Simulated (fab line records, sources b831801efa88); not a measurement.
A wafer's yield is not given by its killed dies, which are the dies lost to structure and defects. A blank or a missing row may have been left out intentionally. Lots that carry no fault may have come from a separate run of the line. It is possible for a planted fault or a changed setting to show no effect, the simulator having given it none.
Matching of chambers    flow sfqLine    4 sister chambers for SFQ_TRILAYER_I5_BARC_OPEN_VIA_ETCH_200 on rieDiel-01
The step etches BARC in O2, target depth 125 nm, time 41.7 s. 14 wafers are shown with their chamber, then 7 later ones without.

## WAFERS PAIRED WITH THEIR CHAMBERS
wafer   chamber  drypumpMotorCurrentA (A)  oesProductAu (a.u.)  chamberPressureMTorr (mTorr)
L382.1  1        5.8                       0.689                29.97
L382.2  3        5.1                       0.682                30.00
L382.3  2        5.6                       0.675                29.98
L386.1  0        5.8                       0.686                29.97
L386.5  1        5.8                       0.691                30.05
L386.6  0        5.8                       0.684                29.95
L394.3  3        5.2                       0.689                30.03
L394.4  1        5.8                       0.683                29.96
L394.6  0        5.9                       0.689                30.02
L395.2  2        5.7                       0.679                30.05
L395.5  0        5.8                       0.685                29.97
L395.6  3        5.1                       0.686                30.06
L396.2  0        5.9                       0.679                30.03
L396.3  3        5.1                       0.676                29.98

SIGNATURES, as means of the wafers listed above
reading               chamber 0  chamber 1  chamber 2  chamber 3  scatter within a chamber
drypumpMotorCurrentA  5.840      5.800      5.650      5.125      0.0495
oesProductAu          0.68460    0.68767    0.67700    0.68325    0.00437
chamberPressureMTorr  29.9880    29.9933    30.0150    30.0175    0.0398
Rule: for a wafer and a chamber, the distance is found by dividing, reading by reading, the gap between the wafer's reading and the chamber's mean by the reading's scatter, squaring, summing and taking the root. The wafer belongs to the nearest chamber; if the next one is less than 2 further off, it can't be placed. How the scatter is found: for the shown wafers, subtract from each reading the mean of its chamber, square and add these, divide the total by (wafers less chambers), then take the root.

## WAFERS WITH NO CHAMBER GIVEN
wafer   drypumpMotorCurrentA (A)  oesProductAu (a.u.)  chamberPressureMTorr (mTorr)
L396.5  5.7                       0.685                29.91
L398.1  5.8                       0.685                29.98
L398.3  5.8                       0.682                30.00
L398.6  5.9                       0.684                29.96
L400.3  5.9                       0.682                30.04
L400.4  5.6                       0.682                29.98
L400.5  5.8                       0.687                30.01

## WHICH CHAMBER EACH ONE RAN IN
wafer   from the rows above           in truth
L396.5  can't be placed: 1 or 2 or 0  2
L398.1  can't be placed: 1 or 0       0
L398.3  can't be placed: 0 or 1       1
L398.6  can't be placed: 0 or 1       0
L400.3  can't be placed: 0 or 1       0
L400.4  2                             2
L400.5  can't be placed: 1 or 0       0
Correct placement for 1 of the 7. Not placeable from these rows: 6 (in 6, the candidates include the true chamber). Number placed wrongly: 0.
